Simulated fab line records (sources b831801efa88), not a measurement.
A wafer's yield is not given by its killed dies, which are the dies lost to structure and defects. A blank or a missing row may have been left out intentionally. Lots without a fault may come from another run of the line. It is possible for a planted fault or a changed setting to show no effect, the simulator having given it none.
Split-lot trial ; flow sfqLine ; 23 wafers read from 5 lots, route of 325 steps

ON THE SPLIT
At SFQ_TRILAYER_M1_LITHO_COAT_044 (resist thk 62 nm), the setting spinRpm was moved away from the recipe's 3000 rpm on 5 of the 23 wafers read, by +2.1% to +6.0%. This setting was run at the recipe's value on the other wafers.

The split's own step is where the reading is taken.

THE READING
BARC_of_TRILAYER_M1_LITHO_COAT_044.thkNm (the simulator's own value, which no gauge read), in nm, at SFQ_TRILAYER_M1_LITHO_COAT_044 (resist thk 62 nm). The file does not state a usual value for it. Across the 18 wafers here that went through the recipe, the average is 61.82 nm and the standard deviation 0.11 nm.

wafer;tool, chamber at the split;spinRpm as run, rpm;against the recipe;BARC_of_TRILAYER_M1_LITHO_COAT_044.thkNm, nm;against lot-mates on the recipe
L077.1;lithoTrack-02, 0;3000;recipe;61.78;-
L077.4;lithoTrack-02, 0;3000;recipe;61.78;-
L077.2;lithoTrack-02, 0;3000;recipe;61.91;-
L077.3;lithoTrack-02, 0;3000;recipe;61.81;-
L077.6;lithoTrack-02, 0;3000;recipe;61.9;-
L078.1;lithoTrack-03, 0;3000;recipe;61.69;-
L078.2;lithoTrack-03, 0;3000;recipe;61.78;-
L078.3;lithoTrack-03, 0;3000;recipe;61.7;-
L078.5;lithoTrack-03, 0;3000;recipe;61.63;-
L078.6;lithoTrack-03, 0;3000;recipe;61.83;-
L079.1;lithoTrack-03, 0;3000;recipe;62.01;-
L079.2;lithoTrack-03, 0;3062;+2.1%;61.26;-0.69
L079.3;lithoTrack-03, 0;3062;+2.1%;61.44;-0.51
L079.4;lithoTrack-03, 0;3062;+2.1%;61.35;-0.59
L079.6;lithoTrack-03, 0;3000;recipe;61.88;-
L082.1;lithoTrack-03, 0;3000;recipe;61.96;-
L082.3;lithoTrack-03, 0;3180;+6.0%;60.06;-1.79
L082.4;lithoTrack-03, 0;3180;+6.0%;60.06;-1.79
L082.5;lithoTrack-03, 0;3000;recipe;61.86;-
L082.6;lithoTrack-03, 0;3000;recipe;61.73;-
L084.1;lithoTrack-02, 0;3000;recipe;61.75;-
L084.4;lithoTrack-02, 0;3000;recipe;62.08;-
L084.5;lithoTrack-02, 0;3000;recipe;61.76;-

FIT RESULTS
A straight line over all 23 wafers: BARC_of_TRILAYER_M1_LITHO_COAT_044.thkNm changes by -0.287 nm for each +1% of spinRpm; r = -0.98; the points scatter about the line by 0.12 nm.
The same after taking each lot's own level away (the mean of its wafers on the recipe; 23 wafers): -0.297 nm for each +1%; r = -0.99; scatter 0.088 nm.
That fit puts the effect of the largest move of spinRpm on the reading at 1.8 nm.
The lots' own levels span 61.726 to 61.945 nm, that is 1.9 times the standard deviation above.
The two slopes agree, so the slope changes little with the lot-to-lot level.
Check: -1.77 nm against its lot-mates is what the line predicts for one of the wafers moved furthest among these (+6.0%) when that wafer is left out of the fit. It came out at -1.79 nm against them.

FURTHER SPLITS ON THESE WAFERS
Other splits were also applied to these wafers ahead of the reading. Each is held against what the fit with the lots' levels taken away leaves over:
other split on the same wafers;wafers away from the commonest value;r with BARC_of_TRILAYER_M1_LITHO_COAT_044.thkNm (lot level and that fit taken away)
SFQ_TRILAYER_INCOMING_OXIDATION_002 oxTimeS;15;-0.05
SFQ_TRILAYER_L0_LITHO_COAT_005 resistThkNm;9;-0.13
SFQ_TRILAYER_L0_ETCH_METAL_ETCH_008 icpW;9;+0.10
SFQ_TRILAYER_L0_VIA_LITHO_COAT_013 resistThkNm;10;-0.14
SFQ_TRILAYER_L0_VIA_LITHO_PEB_016 pebTempC;3;-0.04
SFQ_TRILAYER_M0_DEP_SPUTTER_019 timeS;10;+0.13
SFQ_TRILAYER_M0_LITHO_COAT_021 spinRpm;8;-0.10
SFQ_TRILAYER_I0_VIA_LITHO_COAT_036 resistThkNm;8;+0.10

THE FILE'S OWN FIT
BARC_of_TRILAYER_M1_LITHO_COAT_044.thkNm changes by -0.297 nm for each +1% of spinRpm, r = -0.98.
